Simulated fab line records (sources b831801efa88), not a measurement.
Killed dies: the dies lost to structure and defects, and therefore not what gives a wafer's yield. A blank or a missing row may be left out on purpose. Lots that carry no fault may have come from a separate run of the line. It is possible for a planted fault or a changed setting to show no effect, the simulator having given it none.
Which of the tools did it? | flow sky130 | 13 lots, 38 wafers sampled, at 2 steps of a route of 708

## WHAT THE GAUGES SHOWED, per wafer
SKY_VIA1_THK_MEAS_01. Usual: VIA1_HDPCVD_THK 1020 nm, standard deviation 13.
lot  | measured     | on            | VIA1_HDPCVD_THK (nm) | flag
L370 | day 32 20:52 | film_metro-02 | 1011 1040 1016       |
L372 | day 33 08:14 | film_metro-02 | 1027 1024 1034       |
L374 | day 34 02:23 | film_metro-02 | 1014 1037 1010       |
L375 | day 34 12:53 | film_metro-02 | 1007 1025 1014       |
L376 | day 34 18:20 | film_metro-03 | 1025 1019 1005       |
L377 | day 35 05:13 | film_metro-02 | 1010 1000 1026       |
L379 | day 35 15:17 | film_metro-02 | 736 752              | OFF
L380 | day 35 22:32 | film_metro-03 | 1012 1016 1019       |
L388 | day 38 11:05 | film_metro-01 | 1019 1036 1015       |
L390 | day 38 22:22 | film_metro-03 | 1012 1025 1027       |
L391 | day 39 12:10 | film_metro-03 | 1059 1062 1021       |
L392 | day 39 13:35 | film_metro-02 | 1017 1014 1015       |
L393 | day 41 00:35 | film_metro-02 | 1025 1014 1023       |

## WHICH TOOL RAN EACH LOT (tool, then ch and the chambers of the sampled wafers, then the start)
lot  | SKY_VIA1_HDPCVD_00
L370 | hdpcvd-02 ch 0,2, day 32 20:44
L372 | hdpcvd-01 ch 0,1,2, day 33 08:07
L374 | hdpcvd-02 ch 0,2, day 34 02:13
L375 | hdpcvd-01 ch 0,2, day 34 12:46
L376 | hdpcvd-01 ch 0,1,2, day 34 18:13
L377 | hdpcvd-01 ch 0,1,2, day 35 05:06
L379 | hdpcvd-01 ch 0,1, day 35 15:10
L380 | hdpcvd-02 ch 0,2, day 35 22:25
L388 | hdpcvd-02 ch 0,1,2, day 38 10:58
L390 | hdpcvd-01 ch 0,1,2, day 38 22:15
L391 | hdpcvd-02 ch 0,1, day 39 12:03
L392 | hdpcvd-01 ch 1,2, day 39 13:28
L393 | hdpcvd-01 ch 0,1,2, day 41 00:29
- SKY_VIA1_HDPCVD_00: deposits SiO2, target thk 1030 nm, time 171.7 s.

## WHAT THE TOOLS THEMSELVES READ (means of the sampled wafers that have a number; where no wafer has one, the mark that the record gives instead)
SKY_VIA1_HDPCVD_00. Usual: run_length_s reads 199.7 s (standard deviation 0.49).
lot  | tool      | run_length_s (s) | flag
L370 | hdpcvd-02 | 199.7            |
L372 | hdpcvd-01 | 199.5            |
L374 | hdpcvd-02 | 199.8            |
L375 | hdpcvd-01 | 200.0            |
L376 | hdpcvd-01 | 199.5            |
L377 | hdpcvd-01 | 199.7            |
L379 | hdpcvd-01 | 155.3            | OFF
L380 | hdpcvd-02 | 199.8            |
L388 | hdpcvd-02 | 199.5            |
L390 | hdpcvd-01 | 199.6            |
L391 | hdpcvd-02 | 199.2            |
L392 | hdpcvd-01 | 199.5            |
L393 | hdpcvd-01 | 199.5            |

## THE ANSWER, worked out from the rows above alone
Rule: a lot counts as off when the mean over its wafers that have a number is more than 3 standard deviations away from the usual mean. Also off: a lot with no number at a reading for which 4 or more lots have one. Where the step has rows for the other lots, those lots are counted as sound. After the gauges, taken in route order, come the tools' own readings; for these a lot's mean is taken, as printed above. At the first step where some lot is off, the reading lying furthest off is the one used; lots without a number count as furthest.
Off: L379, seen at SKY_VIA1_THK_MEAS_01 (VIA1_HDPCVD_THK).
If a tool, at a process step before that reading, ran all the lots that are off and no sound lot after the first of them, it fits. The gauges at SKY_VIA1_THK_MEAS_01 aren't tried: what is off there is off at SKY_VIA1_HDPCVD_00 too, on other tools, and a gauge's error can't cause that. None of those tried fits.

## WHAT THE SIMULATOR PUT IN
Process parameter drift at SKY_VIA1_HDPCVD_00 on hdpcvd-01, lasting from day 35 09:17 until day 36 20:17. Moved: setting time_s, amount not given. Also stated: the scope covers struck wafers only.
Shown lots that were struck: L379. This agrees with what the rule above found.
